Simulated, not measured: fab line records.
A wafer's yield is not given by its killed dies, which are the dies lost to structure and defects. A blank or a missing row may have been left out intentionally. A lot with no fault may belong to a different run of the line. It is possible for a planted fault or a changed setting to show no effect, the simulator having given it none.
Split-lot experiment | flow gf180mcu | 27 wafers read from 5 lots, route of 602 steps

THE SPLIT
At GF_M2_SPUTTER_04 (material TiN, target thk 50 nm, time 41.7 s), the setting time_s was moved away from the recipe's 41.7 s on 9 of the 27 wafers read, by -57.1% to +59.8%. This setting was run at the recipe's value on the other wafers.

The file shows no step between the split and the reading.

THE READING
M2_ALCU_THK, in nm, at GF_M2_THK_MEAS_06 (measures by xrf). Fault-free wafers of this fab line usually give 444 nm, standard deviation 5 nm.

wafer  | tool, chamber at the split | time_s as run, s | against the recipe | M2_ALCU_THK, nm | against lot-mates on the recipe
L075.1 | pvd_sputter-03, -          | 66.63            | +59.8%             | 419             | -27
L075.2 | pvd_sputter-03, -          | 41.7             | recipe             | 450             | -
L075.3 | pvd_sputter-03, -          | 41.7             | recipe             | 447             | -
L075.4 | pvd_sputter-03, -          | 66.63            | +59.8%             | 419             | -27
L075.5 | pvd_sputter-03, -          | 41.7             | recipe             | 441             | -
L075.6 | pvd_sputter-03, -          | 66.63            | +59.8%             | 420             | -26
L077.1 | pvd_sputter-04, -          | 41.7             | recipe             | 454             | -
L077.2 | pvd_sputter-04, -          | 41.7             | recipe             | 450             | -
L077.3 | pvd_sputter-04, -          | 41.7             | recipe             | 451             | -
L077.4 | pvd_sputter-04, -          | 41.7             | recipe             | 452             | -
L077.5 | pvd_sputter-04, -          | 41.7             | recipe             | 450             | -
L077.6 | pvd_sputter-04, -          | 41.7             | recipe             | 453             | -
L078.1 | pvd_sputter-01, -          | 41.7             | recipe             | 450             | -
L078.4 | pvd_sputter-01, -          | 41.7             | recipe             | 449             | -
L078.6 | pvd_sputter-01, -          | 41.7             | recipe             | 448             | -
L080.1 | pvd_sputter-01, -          | 41.7             | recipe             | 435             | -
L080.2 | pvd_sputter-01, -          | 41.7             | recipe             | 439             | -
L080.3 | pvd_sputter-01, -          | 17.91            | -57.1%             | 469             | +32
L080.4 | pvd_sputter-01, -          | 41.7             | recipe             | 436             | -
L080.5 | pvd_sputter-01, -          | 17.91            | -57.1%             | 468             | +31
L080.6 | pvd_sputter-01, -          | 17.91            | -57.1%             | 467             | +30
L085.1 | pvd_sputter-03, -          | 41.7             | recipe             | 442             | -
L085.2 | pvd_sputter-03, -          | 41.7             | recipe             | 448             | -
L085.3 | pvd_sputter-03, -          | 41.7             | recipe             | 446             | -
L085.4 | pvd_sputter-03, -          | 57.11            | +37.0%             | 422             | -23
L085.5 | pvd_sputter-03, -          | 57.11            | +37.0%             | 429             | -16
L085.6 | pvd_sputter-03, -          | 57.11            | +37.0%             | 425             | -20

THE FIT
A straight line over all 27 wafers: M2_ALCU_THK changes by -0.439 nm for each +1% of time_s; r = -0.93; the points scatter about the line by 5.2 nm.
The same after taking each lot's own level away (the mean of its wafers on the recipe; 27 wafers): -0.505 nm for each +1%; r = -0.99; scatter 2.6 nm.
According to that fit, moving time_s by its largest amount changes the reading by 30 nm.
From 436.7 to 451.7 nm: that is the span of the lots' own levels, equal to 3.0 times the standard deviation above.
In other words, the slope is changed by the lot-to-lot level; the two fits disagree.
Check: for one of the wafers moved furthest among these (+59.8%), held out of the fit, the line's prediction against its lot-mates is -30.2 nm. Against them it came out at -27 nm.

OTHER SPLITS ON THESE WAFERS
These wafers also went through other splits before the reading. Each is held against what the fit with the lots' levels taken away leaves over:
other split on the same wafers | wafers away from the commonest value | r with M2_ALCU_THK (lot level and that fit taken away)
GF_STI_OXIDATION_01 ox_time_s  | 21                                   | -0.04
GF_STI_ETCH_14 time_s          | 12                                   | -0.02
GF_POLY_GATE_ETCH_13 time_s    | 9                                    | -0.12
GF_CONTACT_SPUTTER_23 time_s   | 12                                   | -0.03

THE WHOLE CHAIN: every reading that the file lists as answering this split, in the file's order
step              | what it does                                | reading                                                                      | change (the file's fit)               | r (the file's)
GF_M2_SPUTTER_04  | material TiN, target thk 50 nm, time 41.7 s | TiN_of_M2_SPUTTER_04.thk_nm (the simulator's own value, which no gauge read) | +0.498 nm for each +1% of the setting | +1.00
GF_M2_THK_MEAS_06 | measures by xrf                             | M2_ALCU_THK                                                                  | -0.505 for each +1% of the setting    | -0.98

FILE'S OWN FIT
M2_ALCU_THK changes by -0.505 nm for each +1% of time_s, r = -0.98.
